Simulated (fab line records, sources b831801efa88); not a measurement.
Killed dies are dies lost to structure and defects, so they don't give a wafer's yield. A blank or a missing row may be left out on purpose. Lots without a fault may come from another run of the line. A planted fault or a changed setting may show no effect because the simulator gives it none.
Problem report in the 8D (eight disciplines) form, filled by code | flow sky130 | the parts of the form that need people (team, actions taken, sign-off) are left out

1. THE PROBLEM
sort_bin_3_pad_short at SKY_PAD_OPEN_PROBE_99 reads a mean of 4.6 % on 6 wafers of 2 lots; wafers without a fault read 0.9 % with a standard deviation of 0.45. That is +8.2 standard deviations from the usual mean.
First seen on wafer L784.1, day 50 04:28, on prober-01. The record holds 6 wafers of 2 lots with a number at this step. Rule for "out", or "out of limits": more than 4 standard deviations from the usual mean. The other wafers with a number count as sound.

2. WHAT IT IS AND WHAT IT IS NOT
question                    | is                                       | is not
which readings at this step | sort_bin_3_pad_short, killed_at_M0_to_M3 | killed_at_other, killed_open, killed_short, sort_bin_6_memory
which lots                  | L784, L789                               | -
which wafers of those lots  | all that have a number                   | -
read on which tools         | prober-01                                | -
when                        | from day 50 04:28                        | up to then (0 sound wafers)

3. SUSPECTS, AND WHAT RULES EACH OUT
Counting: a tool at a process step up to the reading stays a suspect if it ran every lot that is out and no sound lot after the first of them.
- pvd_sputter-04 at SKY_METAL1_SPUTTER_03 (material Ti, target thk 5 nm, time 3.3 s): kept. It ran every lot that is out, first L784 (day 37 12:41), and no sound lot after that.
- rie_metal-02 at SKY_CAP2M_METAL_ETCH_13 (etches TiN in Cl2/BCl3, stops on SiO2, target depth 220 nm, time 62.9 s): kept. It ran every lot that is out, first L784 (day 45 21:01), and no sound lot after that.
- prober-01 at SKY_PAD_OPEN_PROBE_99: kept. It ran every lot that is out, first L784 (day 50 04:28), and no sound lot after that. Its own readings are out on those wafers: killed_at_M0_to_M3, sort_bin_3_pad_short.
Left after counting: pvd_sputter-04 at SKY_METAL1_SPUTTER_03, rie_metal-02 at SKY_CAP2M_METAL_ETCH_13, prober-01 at SKY_PAD_OPEN_PROBE_99.

4. THE CAUSE (what the simulator had put in)
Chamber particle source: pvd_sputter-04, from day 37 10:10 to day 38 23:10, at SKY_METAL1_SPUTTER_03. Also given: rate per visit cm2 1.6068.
Counting left 3 suspects, and this tool is among them.

5. THE CHAIN OF EFFECTS, in route order
Each row: a reading whose mean over the struck wafers that have a number lies more than 3 standard deviations from the usual. Only readings for which the record gives a usual standard deviation are gone through. hours: the time from each lot's start at the first step in this table that gives one to its start at this step, as a median over the lots. sigmas: the change in usual standard deviations.
hours | step                  | reading              | usual  | on struck wafers | change | sigmas
0     | SKY_PAD_OPEN_PROBE_99 | defect_limited_yield | 82.6 % | 72.3             | -10.3  | -5.1
0     | SKY_PAD_OPEN_PROBE_99 | killed_at_M0_to_M3   | 43     | 102              | +59    | +8.1
0     | SKY_PAD_OPEN_PROBE_99 | killed_dies          | 86     | 136              | +50    | +5.2
0     | SKY_PAD_OPEN_PROBE_99 | sort_bin_3_pad_short | 0.9 %  | 4.6              | +3.7   | +8.2
0     | SKY_PAD_OPEN_PROBE_99 | sort_bin_5_function  | 10.4 % | 16.3             | +5.9   | +4.2
0     | SKY_PAD_OPEN_PROBE_99 | sort_n_pass          | 406    | 356              | -50    | -5.2
0     | SKY_PAD_OPEN_PROBE_99 | sort_yield_pct       | 82.6 % | 72.3             | -10.3  | -5.1
The process steps in it:
- SKY_PAD_OPEN_PROBE_99

6. WHAT WOULD HAVE CAUGHT IT SOONER
In this record the first reading out of limits was taken at day 50 04:28, 306 hours after the fault began at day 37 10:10.
Of the tool readings at SKY_METAL1_SPUTTER_03 for which the record gives a usual standard deviation, none was out on any struck wafer, so an alarm limit of 4 standard deviations on them would not have fired.
All the lots that are out (2) had begun SKY_METAL1_SPUTTER_03 on pvd_sputter-04 by day 50 04:28. A hold on the tool at that time would have spared none of them.
